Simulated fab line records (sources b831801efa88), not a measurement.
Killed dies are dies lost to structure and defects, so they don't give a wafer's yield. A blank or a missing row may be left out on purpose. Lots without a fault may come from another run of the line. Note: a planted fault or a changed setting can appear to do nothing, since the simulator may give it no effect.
Which tool did it? :: flow gf180mcu :: Sampling: 24 lots, 72 wafers, 3 of 602 route steps

WHAT THE GAUGES READ, wafer by wafer
GF_CONTACT_RS_MEAS_25: the measuring method here is four-point-probe.
lot: L074
measured: day 15 20:38
on: film_metro-04
CONTACT_W_RS (ohm/sq): 0.387 0.384 0.383

lot: L075
measured: day 16 07:15
on: film_metro-04
CONTACT_W_RS (ohm/sq): 0.381 0.381 0.377

lot: L076
measured: day 16 17:41
on: film_metro-04
CONTACT_W_RS (ohm/sq): 0.383 0.378 0.383

lot: L077
measured: day 17 01:49
on: film_metro-01
CONTACT_W_RS (ohm/sq): 0.385 0.385 0.385

lot: L078
measured: day 17 12:10
on: film_metro-02
CONTACT_W_RS (ohm/sq): 0.380 0.384 0.382

lot: L079
measured: day 18 01:29
on: film_metro-04
CONTACT_W_RS (ohm/sq): 0.378 0.376 0.378

lot: L080
measured: day 18 04:16
on: film_metro-04
CONTACT_W_RS (ohm/sq): 0.389 0.387 0.393

lot: L081
measured: day 18 16:45
on: film_metro-04
CONTACT_W_RS (ohm/sq): 0.390 0.390 0.386

lot: L082
measured: day 19 01:46
on: film_metro-01
CONTACT_W_RS (ohm/sq): 0.389 0.389 0.390

lot: L083
measured: day 19 14:07
on: film_metro-01
CONTACT_W_RS (ohm/sq): 0.383 0.382 0.380

lot: L085
measured: day 20 07:11
on: film_metro-01
CONTACT_W_RS (ohm/sq): 0.377 0.376 0.378

lot: L084
measured: day 20 08:56
on: film_metro-04
CONTACT_W_RS (ohm/sq): 0.378 0.376 0.376

lot: L086
measured: day 20 19:28
on: film_metro-04
CONTACT_W_RS (ohm/sq): 0.394 0.388 0.388

lot: L087
measured: day 20 23:05
on: film_metro-01
CONTACT_W_RS (ohm/sq): 0.385 0.389 0.388

lot: L088
measured: day 21 05:41
on: film_metro-02
CONTACT_W_RS (ohm/sq): 0.385 0.391 0.389

lot: L089
measured: day 21 20:59
on: film_metro-01
CONTACT_W_RS (ohm/sq): 0.384 0.389 0.386

lot: L090
measured: day 22 03:55
on: film_metro-01
CONTACT_W_RS (ohm/sq): 0.381 0.379 0.380

lot: L091
measured: day 22 17:12
on: film_metro-01
CONTACT_W_RS (ohm/sq): 0.381 0.382 0.379

lot: L092
measured: day 22 23:04
on: film_metro-02
CONTACT_W_RS (ohm/sq): 0.388 0.385 0.387

lot: L093
measured: day 23 01:44
on: film_metro-04
CONTACT_W_RS (ohm/sq): 0.389 0.384 0.385

lot: L094
measured: day 23 10:05
on: film_metro-01
CONTACT_W_RS (ohm/sq): 0.381 0.382 0.377

lot: L095
measured: day 23 19:20
on: film_metro-01
CONTACT_W_RS (ohm/sq): 0.391 0.396 0.392

lot: L096
measured: day 24 02:39
on: film_metro-04
CONTACT_W_RS (ohm/sq): 0.383 0.380 0.384

lot: L097
measured: day 24 11:53
on: film_metro-01
CONTACT_W_RS (ohm/sq): 0.379 0.380 0.381

GF_M4_THK_MEAS_06: measures by xrf.
lot: L074
measured: day 22 04:25
on: film_metro-04
M4_ALCU_THK (nm): 456 452 456

lot: L075
measured: day 22 15:49
on: film_metro-01
M4_ALCU_THK (nm): 452 455 456

lot: L076
measured: day 23 03:07
on: film_metro-03
M4_ALCU_THK (nm): 446 447 439

lot: L077
measured: day 23 09:56
on: film_metro-01
M4_ALCU_THK (nm): 456 447 450

lot: L078
measured: day 23 21:40
on: film_metro-03
M4_ALCU_THK (nm): 449 452 460

lot: L079
measured: day 24 08:17
on: film_metro-03
M4_ALCU_THK (nm): 443 446 443

lot: L080
measured: day 24 12:52
on: film_metro-03
M4_ALCU_THK (nm): 450 442 453

lot: L081
measured: day 25 00:46
on: film_metro-03
M4_ALCU_THK (nm): 451 451 448

lot: L082
measured: day 25 05:50
on: film_metro-03
M4_ALCU_THK (nm): 457 454 454

lot: L083
measured: day 25 17:26
on: film_metro-01
M4_ALCU_THK (nm): 455 455 461

lot: L085
measured: day 26 08:53
on: film_metro-04
M4_ALCU_THK (nm): 454 455 456

lot: L084
measured: day 26 11:23
on: film_metro-03
M4_ALCU_THK (nm): 453 450 452

lot: L086
measured: day 26 19:52
on: film_metro-04
M4_ALCU_THK (nm): 449 453 450

lot: L087
measured: day 26 22:46
on: film_metro-03
M4_ALCU_THK (nm): 445 447 441

lot: L088
measured: day 27 04:07
on: film_metro-03
M4_ALCU_THK (nm): 448 454 453

lot: L089
measured: day 27 18:45
on: film_metro-01
M4_ALCU_THK (nm): 457 455 457

lot: L090
measured: day 28 00:05
on: film_metro-04
M4_ALCU_THK (nm): 451 453 455

lot: L091
measured: day 28 09:55
on: film_metro-01
M4_ALCU_THK (nm): 458 458 459

lot: L092
measured: day 28 16:43
on: film_metro-03
M4_ALCU_THK (nm): 457 456 456

lot: L093
measured: day 28 17:07
on: film_metro-04
M4_ALCU_THK (nm): 447 447 443

lot: L094
measured: day 29 01:13
on: film_metro-01
M4_ALCU_THK (nm): 460 458 458

lot: L095
measured: day 29 07:53
on: film_metro-01
M4_ALCU_THK (nm): 459 465 467

lot: L096
measured: day 29 16:10
on: film_metro-01
M4_ALCU_THK (nm): 463 465 465

lot: L097
measured: day 29 23:22
on: film_metro-01
M4_ALCU_THK (nm): 451 455 456

GF_V4_THK_MEAS_03.
lot: L074
measured: day 23 04:42
on: film_metro-02
V4_CVD_02_THK (nm): 846 848 867

lot: L075
measured: day 23 15:59
on: film_metro-04
V4_CVD_02_THK (nm): 841 839 846

lot: L076
measured: day 24 02:50
on: film_metro-02
V4_CVD_02_THK (nm): 846 829 853

lot: L077
measured: day 24 08:42
on: film_metro-02
V4_CVD_02_THK (nm): 858 852 867

lot: L078
measured: day 24 21:08
on: film_metro-02
V4_CVD_02_THK (nm): 851 846 852

lot: L079
measured: day 25 06:41
on: film_metro-01
V4_CVD_02_THK (nm): 849 858 845

lot: L080
measured: day 25 10:39
on: film_metro-01
V4_CVD_02_THK (nm): 854 852 859

lot: L081
measured: day 25 22:55
on: film_metro-01
V4_CVD_02_THK (nm): 834 858 853

lot: L082
measured: day 26 03:23
on: film_metro-04
V4_CVD_02_THK (nm): 845 852 856

lot: L083
measured: day 26 15:46
on: film_metro-02
V4_CVD_02_THK (nm): 851 859 865

lot: L085
measured: day 27 06:40
on: film_metro-01
V4_CVD_02_THK (nm): 849 868 864

lot: L084
measured: day 27 08:16
on: film_metro-02
V4_CVD_02_THK (nm): 832 834 843

lot: L086
measured: day 27 17:14
on: film_metro-02
V4_CVD_02_THK (nm): 853 864 864

lot: L087
measured: day 27 19:37
on: film_metro-02
V4_CVD_02_THK (nm): 849 841 855

lot: L088
measured: day 28 01:04
on: film_metro-02
V4_CVD_02_THK (nm): 848 834 854

lot: L089
measured: day 28 15:20
on: film_metro-01
V4_CVD_02_THK (nm): 850 858 868

lot: L090
measured: day 28 21:17
on: film_metro-01
V4_CVD_02_THK (nm): 840 854 853

lot: L091
measured: day 29 05:43
on: film_metro-01
V4_CVD_02_THK (nm): 826 847 853

lot: L092
measured: day 29 12:34
on: film_metro-02
V4_CVD_02_THK (nm): 843 856 855

lot: L093
measured: day 29 13:04
on: film_metro-01
V4_CVD_02_THK (nm): 851 852 859

lot: L094
measured: day 29 20:49
on: film_metro-01
V4_CVD_02_THK (nm): 842 820 848

lot: L095
measured: day 30 04:01
on: film_metro-04
V4_CVD_02_THK (nm): 868 858 867

lot: L096
measured: day 30 11:20
on: film_metro-02
V4_CVD_02_THK (nm): 861 854 862

lot: L097
measured: day 30 18:04
on: film_metro-02
V4_CVD_02_THK (nm): 842 837 846

WHICH TOOL RAN EACH LOT (tool, then ch and the chambers of the sampled wafers, then the start)
Before these readings, the record contains no process step.

AS READ BY THE TOOLS THEMSELVES (means over the sampled wafers that have a number; for cases with no such wafer, the mark the record gives instead)
The record holds no such reading with a usual standard deviation.

THE ANSWER, worked out from the rows above alone
Rule: usual is defined by the lots themselves. The widest of any qualifying gaps counts: lots, ordered by their means at a reading, are off when they make up no more than a third of the lots, leave a main group of 4 or more, and stand apart from it by 3 or more times the standard deviation of that group's means. If all means in a main group match to the digits the tables above print for the reading, that group is not used. A lot without any number at a reading at which 4 lots or more have one is off too. Where the step has rows for the other lots, those lots are counted as sound. The gauges are gone through in route order, then the tools' own readings, and for those a lot's mean is taken as printed above. The first step at which some lot is off is used, and at that step the reading that is off furthest; a lot without a number counts as furthest.
Nothing can be told from this: no lot is off at any reading shown.

WHAT THE SIMULATOR HAD INSERTED
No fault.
